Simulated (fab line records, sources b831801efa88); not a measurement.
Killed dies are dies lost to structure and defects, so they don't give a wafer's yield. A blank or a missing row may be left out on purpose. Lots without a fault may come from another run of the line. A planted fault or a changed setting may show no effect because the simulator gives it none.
One fault seen from 2 desks | flow sky130 | each desk has only its own numbers; what lay behind them comes last

THE METROLOGY DESK
What the gauges read, lot by lot, whatever tool the lot ran on: means of the sampled wafers that have a number. A lot is out of limits, marked OUT, if its mean lies more than 4 standard deviations from the usual mean; the brackets give that distance.
Columns: A = SD_P_RS at SKY_SD_N_RS_MEAS_17, usual 147.2 ohm/sq; B = LOCAL_INTERCONNECT_TIN_RS at SKY_LOCAL_INTERCONNECT_RS_MEAS_01, usual 14.20 ohm/sq; C = LOCAL_INTERCONNECT_TIN_THK at SKY_LOCAL_INTERCONNECT_THK_MEAS_02, usual 99.2 nm; D = LOCAL_INTERCONNECT_OVL at SKY_LOCAL_INTERCONNECT_OVL_MEAS_12, usual -3 nm
lot  | first seen here | A     | B                | C                | D
L130 | day 28 22:38    | 147.0 | 14.22            | 99.2             | -2
L137 | day 30 23:18    | 147.9 | 12.86 (-9.6) OUT | 109.0 (+9.8) OUT | -4
L138 | day 31 10:59    | 147.6 | 13.53 (-4.8) OUT | 103.8 (+4.6) OUT | -1
L139 | day 31 14:39    | 147.8 | 13.32 (-6.2) OUT | 105.0 (+5.8) OUT | 4
L141 | day 32 05:19    | 147.3 | 14.13            | 99.8             | -1
L142 | day 32 14:59    | 146.7 | 14.10            | 99.6             | -12
L143 | day 33 05:54    | 147.3 | 14.29            | 98.8             | 3
L148 | day 34 12:44    | 147.5 | 13.99            | 100.5            | -7
L149 | day 34 16:53    | 147.7 | 14.15            | 99.3             | -6
L150 | day 35 02:17    | 147.8 | 14.20            | 99.1             | -3
L151 | day 35 09:33    | 146.8 | 14.18            | 99.3             | 0
This desk's finding: out of limits on L137, L138, L139; first on L137, day 32 04:44 (LOCAL_INTERCONNECT_TIN_RS at SKY_LOCAL_INTERCONNECT_RS_MEAS_01). In limits: L130, L141, L142, L143, L148, L149, L150, L151.

THE TOOL OWNER'S DESK: pvd_sputter-01
The tool's own readings at SKY_LOCAL_INTERCONNECT_SPUTTER_00 (material TiN, target thk 100 nm, time 83.3 s): means of the sampled wafers that have a number, for each lot that ran on this tool. A lot is out of limits, marked OUT, if its mean lies more than 4 standard deviations from the usual mean; the brackets give that distance.
Columns: A = throttle_valve_pct at SKY_LOCAL_INTERCONNECT_SPUTTER_00, usual 29.8 %
lot  | first seen here | A
L130 | day 30 04:28    | 29.5
L137 | day 32 04:40    | 29.5
L138 | day 32 16:25    | 29.8
L139 | day 32 19:38    | 29.6
L148 | day 35 16:56    | 29.5
L149 | day 35 21:45    | 29.6
L150 | day 36 06:29    | 29.8
L151 | day 36 13:35    | 29.6
This desk's finding: nothing out of limits on any of the 8 lots.

PUT TOGETHER
The metrology desk could have raised an alarm at day 32 04:44, on L137, L138, L139.
The tool owner's desk saw nothing out of limits.
The tool owner's desk has L137, L138, L139 on record, within its limits.
Of the lots named, all ran SKY_LOCAL_INTERCONNECT_SPUTTER_00 on pvd_sputter-01.

WHAT THE SIMULATOR HAD PUT IN
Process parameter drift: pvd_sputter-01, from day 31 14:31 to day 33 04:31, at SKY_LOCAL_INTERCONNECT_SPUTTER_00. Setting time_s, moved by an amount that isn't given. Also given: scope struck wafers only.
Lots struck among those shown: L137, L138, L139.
Hours from the fault's start to each desk's first reading out of limits: the metrology desk, 14.
